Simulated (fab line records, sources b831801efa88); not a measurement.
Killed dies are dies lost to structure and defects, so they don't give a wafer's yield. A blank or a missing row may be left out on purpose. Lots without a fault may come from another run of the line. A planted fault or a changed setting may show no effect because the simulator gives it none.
Which tool did it? | flow gf180mcu | 11 lots, 33 wafers sampled, at 4 steps of a route of 602

WHAT THE GAUGES READ, wafer by wafer
GF_MIM_RS_MEAS_10: measures by four-point-probe.
lot  | measured     | on            | MIM_ALCU_RS (ohm/sq)
L861 | day 24 08:16 | film_metro-03 | 0.1613 0.1600 0.1601
L862 | day 24 20:54 | film_metro-04 | 0.1588 0.1586 0.1584
L870 | day 27 16:59 | film_metro-01 | 0.1613 0.1598 0.1603
L871 | day 27 20:56 | film_metro-04 | 0.1617 0.1254 0.1583
L872 | day 28 03:46 | film_metro-04 | 0.1242 0.1607 0.1615
L874 | day 28 19:19 | film_metro-04 | 0.1595 0.1616 0.1595
L879 | day 30 05:09 | film_metro-03 | 0.1617 0.1607 0.1605
L880 | day 30 09:53 | film_metro-01 | 0.1599 0.1598 0.1602
L881 | day 30 14:03 | film_metro-01 | 0.1606 0.1611 0.1584
L882 | day 30 22:58 | film_metro-01 | 0.1615 0.1633 0.1627
L884 | day 31 12:18 | film_metro-04 | 0.1583 0.1588 0.1590

WHICH TOOL RAN EACH LOT (tool, then ch and the chambers of the sampled wafers, then the start)
lot  | GF_M3_SPUTTER_03             | GF_V3_SPUTTER_21             | GF_MIM_SPUTTER_08
L861 | pvd_sputter-03, day 20 04:23 | pvd_sputter-01, day 22 06:41 | pvd_sputter-04, day 24 08:13
L862 | pvd_sputter-03, day 20 17:58 | pvd_sputter-01, day 22 19:51 | pvd_sputter-03, day 24 20:50
L870 | pvd_sputter-04, day 23 22:04 | pvd_sputter-01, day 25 20:08 | pvd_sputter-01, day 27 16:56
L871 | pvd_sputter-01, day 24 03:24 | pvd_sputter-04, day 26 00:47 | pvd_sputter-04, day 27 20:52
L872 | pvd_sputter-01, day 24 11:02 | pvd_sputter-04, day 26 08:07 | pvd_sputter-04, day 28 03:40
L874 | pvd_sputter-01, day 25 03:18 | pvd_sputter-01, day 26 22:51 | pvd_sputter-01, day 28 19:15
L879 | pvd_sputter-03, day 26 16:34 | pvd_sputter-01, day 28 10:39 | pvd_sputter-03, day 30 05:06
L880 | pvd_sputter-01, day 26 21:35 | pvd_sputter-02, day 28 16:07 | pvd_sputter-01, day 30 09:47
L881 | pvd_sputter-01, day 27 01:34 | pvd_sputter-04, day 28 19:34 | pvd_sputter-03, day 30 13:59
L882 | pvd_sputter-03, day 27 13:14 | pvd_sputter-02, day 29 06:12 | pvd_sputter-01, day 30 22:55
L884 | pvd_sputter-03, day 28 03:01 | pvd_sputter-02, day 29 19:37 | pvd_sputter-03, day 31 12:15
- GF_M3_SPUTTER_03: material Ti, target thk 10 nm, time 6.7 s.
- GF_V3_SPUTTER_21: material Ti, target thk 15 nm, time 80.02 s.
- GF_MIM_SPUTTER_08: material AlCu, target thk 200 nm, time 10.6 s.

THE ANSWER, worked out from the rows above alone
Rule: what is usual is taken from the lots themselves. Put in order of their means at a reading, lots are off if they are a third of the lots or fewer, leave a main group of 4 or more, and stand apart from it by a gap of 3 or more times the standard deviation of the main group's means; of several such gaps the widest counts. A main group whose means are all the same, to the digits that the tables above print for the reading, isn't used. A lot without any number at a reading at which 4 lots or more have one is off too. The other lots that the step has rows for count as sound.
Off: L871, L872, at GF_MIM_RS_MEAS_10 (MIM_ALCU_RS). The main group: mean 0.1602 ohm/sq, standard deviation 0.0011.
A tool fits if, at a process step before that reading, it ran every lot that is off, and no sound lot after the first of them. The gauges at GF_MIM_RS_MEAS_10 are tried like those tools. One fits: pvd_sputter-04 at GF_MIM_SPUTTER_08. Its last sound lot is L861 (day 24 08:13), its first lot that is off L871 (day 27 20:52): a fault that began between those two fits.

WHAT THE SIMULATOR HAD PUT IN
Process parameter drift: pvd_sputter-04, from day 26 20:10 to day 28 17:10, at GF_MIM_SPUTTER_08. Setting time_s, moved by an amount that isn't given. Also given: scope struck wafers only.
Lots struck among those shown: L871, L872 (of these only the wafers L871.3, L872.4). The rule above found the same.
